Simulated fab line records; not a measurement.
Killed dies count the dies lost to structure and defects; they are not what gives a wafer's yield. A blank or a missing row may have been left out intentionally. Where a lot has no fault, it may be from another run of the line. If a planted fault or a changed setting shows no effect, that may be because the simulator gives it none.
Comparing a struck lot with a sound one || flow sky130 || 14 out of 708 route steps
Sound: wafers L637.3, L637.4, L637.5. Struck: wafers L643.3, L643.4, L643.5. At the end, the cause is stated.
For every step that has rows: the tool of each side, followed by ch and its chambers, followed by its first start. Under that, the readings that differ: sound wafers || struck wafers || difference of the means || sigmas: that difference in standard deviations of wafers without a fault.
alike: readings with means less than 2 such deviations apart, plus words and numbers identical on both sides. not compared: withheld readings, readings lacking a value on some wafer, bounds such as >300 that could conceal the same value, and numbers that have no deviation in the record and whose values overlap.
Wherever a step has rows on one side only, a row that says differs or no value, or a row with sigmas, the two part there. Numbers that don't overlap but have no deviation are shown without sigmas and don't part them. A reading that every wafer of one side lacks parts them only if that side has two wafers or more.

SKY_METAL3_SPUTTER_02: material AlCu, target thk 735 nm, time 39.1 s.
  sound on pvd-sputter-02, day 39 16:34; struck on pvd-sputter-03, day 41 10:37
  alike: cathode-dc-power-W, throttle-valve-pct
SKY_METAL3_SPUTTER_03: material Ti, target thk 5 nm, time 3.3 s.
  sound on pvd-sputter-02, day 39 16:37; struck on pvd-sputter-03, day 41 10:39
  alike: cathode-dc-power-W, throttle-valve-pct
SKY_METAL3_SPUTTER_04: material TiN, target thk 70 nm, time 58.3 s.
  sound on pvd-sputter-02, day 39 16:38; struck on pvd-sputter-03, day 41 10:40
  alike: cathode-dc-power-W, throttle-valve-pct
SKY_CAPM_CVD_00: deposits SiO2, target thk 15.5 nm.
  sound on pecvd-04 ch 0,1,2, day 39 16:41; struck on pecvd-02 ch 0,1,2, day 41 10:43
  alike: heater-power-w, rf-fwd-power-W
SKY_CAPM_THK_MEAS_01:
  sound on film-metro-02, day 39 16:43; struck on film-metro-04, day 41 10:46
  alike: CAPM_CVD_00_THK
SKY_CAPM_SPUTTER_02: material TiN, target thk 200 nm, time 166.7 s.
  sound on pvd-sputter-03, day 39 16:46; struck on pvd-sputter-02, day 41 10:48
  alike: cathode-dc-power-W, throttle-valve-pct
SKY_CAPM_RS_MEAS_03: measurement is done with a four-point probe.
  sound on film-metro-04, day 39 16:55; struck on film-metro-01, day 41 10:57
  alike: CAPM_TIN_RS
SKY_CAPM_THK_MEAS_04: measures by xrf.
  sound on film-metro-04, day 39 17:01; struck on film-metro-01, day 41 11:03
  alike: CAPM_TIN_THK
then, 4 steps without rows for these wafers: SKY_CAPM_DEHYDRATE_05 (time 60 s); SKY_CAPM_HMDS_06 (prime time 60 s); SKY_CAPM_COAT_07 (resist thk 1140 nm); SKY_CAPM_SOFTBAKE_08 (time 60 s).
SKY_CAPM_EXPOSE_09: exposes mask CAPM, target cd 1000 nm.
  sound on iline-stepper-02 ch 0, day 40 05:23; struck on iline-stepper-01, day 42 05:38
  no value came back on the struck wafers for exposure-dose-mJ-cm2, focus-offset-nm (nm); on the sound wafers exposure-dose-mJ-cm2 reads 158.97 159.27 159.02
  alike: mask
then, 1 step without rows for these wafers: SKY_CAPM_PEB_10.

== WHERE THEY PART ==
At SKY_CAPM_EXPOSE_09 and nowhere else, as far as this record goes.

WHY: what the simulator had put in
Whole step skipped at SKY_CAPM_EXPOSE_09 on iline-stepper-01, starting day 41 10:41. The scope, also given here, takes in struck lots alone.
